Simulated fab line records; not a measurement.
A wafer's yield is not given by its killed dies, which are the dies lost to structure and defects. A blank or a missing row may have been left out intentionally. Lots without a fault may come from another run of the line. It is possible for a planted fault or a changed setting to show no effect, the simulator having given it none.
The tool behind it: which one?    flow gf180mcu    Sampling: 13 lots, 39 wafers, 5 of 602 route steps

## WHAT THE GAUGES SHOWED, per wafer
GF_VT_IMPLANT_OVL_MEAS_07.
lot   measured      on          VT_IMPLANT_OVL (nm)
L796  day 5 14:36   overlay-01  0.1 0.0 0.6
L797  day 5 18:58   overlay-02  -0.3 -0.1 -0.7
L799  day 6 19:00   overlay-01  0.6 0.8 0.6
L800  day 6 21:34   overlay-02  0.7 0.5 -0.3
L802  day 7 08:05   overlay-01  1.8 -0.5 -1.0
L804  day 7 19:18   overlay-01  1.1 0.5 -1.5
L803  day 7 19:59   overlay-02  1.3 -1.4 -2.0
L805  day 7 23:51   overlay-01  1.0 0.5 0.0
L807  day 8 12:59   overlay-01  -0.3 -1.4 -2.0
L808  day 8 17:03   overlay-01  1.1 1.3 1.5
L813  day 10 00:05  overlay-02  0.3 -1.5 -1.1
L816  day 10 19:08  overlay-01  1.5 -0.3 0.3
L818  day 11 07:26  overlay-01  0.6 0.0 -0.7

GF_VT_IMPLANT_TW_MEAS_43.
lot   measured      on             VT_IMPLANT_4_TW
L796  day 7 14:21   film_metro-02  693 692 689
L797  day 7 17:04   film_metro-02  686 689 691
L799  day 8 20:04   film_metro-02  697 692 693
L800  day 8 22:59   film_metro-02  695 695 695
L802  day 9 10:07   film_metro-01  695 692 689
L804  day 9 22:57   film_metro-01  696 694 692
L803  day 9 23:53   film_metro-01  690 689 695
L805  day 10 02:44  film_metro-01  690 687 689
L807  day 10 16:41  film_metro-03  678 677 676
L808  day 10 22:12  film_metro-01  790 786 791
L813  day 12 08:52  film_metro-01  791 790 783
L816  day 13 05:01  film_metro-03  676 683 678
L818  day 13 18:16  film_metro-01  693 696 694

GF_POLY_GATE_CD_MEAS_10 targets a cd of 280 nm.
lot   measured      on         cd_nm (nm)
L796  day 9 05:19   cd_sem-02  279.2 279.0 280.1
L797  day 9 07:32   cd_sem-01  281.6 280.1 279.6
L799  day 10 12:35  cd_sem-02  279.6 279.3 280.0
L800  day 10 15:44  cd_sem-01  281.5 279.8 280.2
L802  day 11 04:00  cd_sem-01  279.9 279.5 279.0
L804  day 11 17:53  cd_sem-01  282.0 283.1 282.3
L803  day 11 19:07  cd_sem-01  282.1 281.1 282.8
L805  day 11 23:07  cd_sem-02  280.5 279.8 281.2
L807  day 12 11:35  cd_sem-01  280.4 280.1 281.7
L808  day 12 17:43  cd_sem-01  279.3 280.2 279.0
L813  day 14 09:13  cd_sem-01  279.7 278.7 279.1
L816  day 15 04:47  cd_sem-02  277.9 278.6 279.5
L818  day 15 17:44  cd_sem-02  280.1 280.1 280.3

## TOOL THAT RAN EACH LOT (tool first, then ch and the chambers of the sampled wafers, then the start)
lot   GF_MVSD_STRIP_10                     GF_VT_IMPLANT_IMPLANT_41
L796  plasma_asher-03 ch 0,1, day 4 10:47  implanter-01 ch 0, day 7 14:08
L797  plasma_asher-04 ch 0,1, day 4 14:53  implanter-01 ch 0, day 7 16:50
L799  plasma_asher-04 ch 0,1, day 5 12:47  implanter-01 ch 0, day 8 19:50
L800  plasma_asher-04 ch 0,1, day 5 14:23  implanter-01 ch 0, day 8 22:35
L802  plasma_asher-01 ch 0,1, day 6 02:20  implanter-02 ch 0, day 9 09:54
L804  plasma_asher-01 ch 0,1, day 6 11:26  implanter-02 ch 0, day 9 22:44
L803  plasma_asher-04 ch 0,1, day 6 12:56  implanter-02 ch 0, day 9 23:39
L805  plasma_asher-01 ch 1, day 6 16:35    implanter-02 ch 0, day 10 02:30
L807  plasma_asher-03 ch 0,1, day 7 04:14  implanter-01 ch 0, day 10 16:26
L808  plasma_asher-01 ch 0,1, day 7 08:41  implanter-02 ch 0, day 10 21:58
L813  plasma_asher-04 ch 0,1, day 8 13:35  implanter-02 ch 0, day 12 08:38
L816  plasma_asher-03 ch 0,1, day 9 07:32  implanter-01 ch 0, day 13 04:47
L818  plasma_asher-04 ch 1, day 9 19:50    implanter-04 ch 0, day 13 18:01
- GF_MVSD_STRIP_10: strips in O2/N2.
- GF_VT_IMPLANT_IMPLANT_41

## WHAT THE TOOLS THEMSELVES READ (means of the sampled wafers that have a number; where no wafer has one, the mark that the record gives instead)
GF_MVSD_STRIP_10.
lot   tool             drypump_motor_current_A (A)  heater_power_w (W)  oes_product_au (a.u.)  strip_time_to_endpoint_s (s)
L796  plasma_asher-03  6.0                          296                 0.719                  37.08
L797  plasma_asher-04  5.5                          307                 0.728                  37.02
L799  plasma_asher-04  5.5                          308                 0.721                  36.93
L800  plasma_asher-04  5.5                          309                 0.721                  37.05
L802  plasma_asher-01  5.7                          332                 0.722                  36.91
L804  plasma_asher-01  5.8                          331                 0.726                  37.06
L803  plasma_asher-04  5.7                          315                 0.722                  37.17
L805  plasma_asher-01  5.5                          337                 0.724                  37.09
L807  plasma_asher-03  5.4                          282                 0.722                  37.10
L808  plasma_asher-01  5.7                          330                 0.724                  37.11
L813  plasma_asher-04  5.7                          315                 0.723                  36.87
L816  plasma_asher-03  5.4                          286                 0.722                  36.91
L818  plasma_asher-04  5.2                          304                 0.726                  36.96

GF_VT_IMPLANT_IMPLANT_41.
lot   tool          dose_ions_cm2  faraday_current_uA
L796  implanter-01  1.0118e+12     5.63
L797  implanter-01  1.0123e+12     5.78
L799  implanter-01  1.0126e+12     5.76
L800  implanter-01  1.0134e+12     5.65
L802  implanter-02  1.0122e+12     5.66
L804  implanter-02  1.0145e+12     5.74
L803  implanter-02  1.0129e+12     5.70
L805  implanter-02  1.0130e+12     5.67
L807  implanter-01  1.0130e+12     5.80
L808  implanter-02  1.5552e+12     8.67
L813  implanter-02  1.5554e+12     8.71
L816  implanter-01  1.0131e+12     5.63
L818  implanter-04  1.0135e+12     5.72

## THE ANSWER, worked out from the rows above alone
Rule: what is usual is taken from the lots themselves. The widest of any qualifying gaps counts: lots, ordered by their means at a reading, are off when they make up no more than a third of the lots, leave a main group of 4 or more, and stand apart from it by 3 or more times the standard deviation of that group's means. Not used: any main group whose means are identical at the precision the tables above print for the reading. A lot without any number at a reading at which 4 lots or more have one is off too. Any other lot the step has rows for is counted as sound. The gauges are gone through in route order, then the tools' own readings, and for those a lot's mean is taken as printed above. The first step at which some lot is off is used, and at that step the reading that is off furthest; a lot without a number counts as furthest.
Off: L808, L813, at GF_VT_IMPLANT_TW_MEAS_43 (VT_IMPLANT_4_TW). The main group: mean 690, standard deviation 5.8.
A tool fits if, at a process step before that reading, it ran every lot that is off, and no sound lot after the first of them. The gauges at GF_VT_IMPLANT_TW_MEAS_43 aren't tried: what is off there is off at GF_VT_IMPLANT_IMPLANT_41 too, on other tools, and a gauge's error can't cause that. One fits: implanter-02 at GF_VT_IMPLANT_IMPLANT_41. Its last sound lot is L805 (day 10 02:30), its first lot that is off L808 (day 10 21:58): a fault that began between those two fits.
The tool's own readings at GF_VT_IMPLANT_IMPLANT_41 bear it out: on the lots that are off they differ by more than 5 times the standard deviation of the sound lots' means. dose_ions_cm2 reads 1.5553e+12 there against 1.0129e+12 on the sound lots; faraday_current_uA reads 8.69 there against 5.70 on the sound lots.

## WHAT WAS PUT IN BY THE SIMULATOR
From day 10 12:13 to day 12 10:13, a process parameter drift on implanter-02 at GF_VT_IMPLANT_IMPLANT_41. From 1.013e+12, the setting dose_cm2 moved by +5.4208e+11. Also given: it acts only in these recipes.
Lots struck among those shown: L808, L813. The rule above found the same.
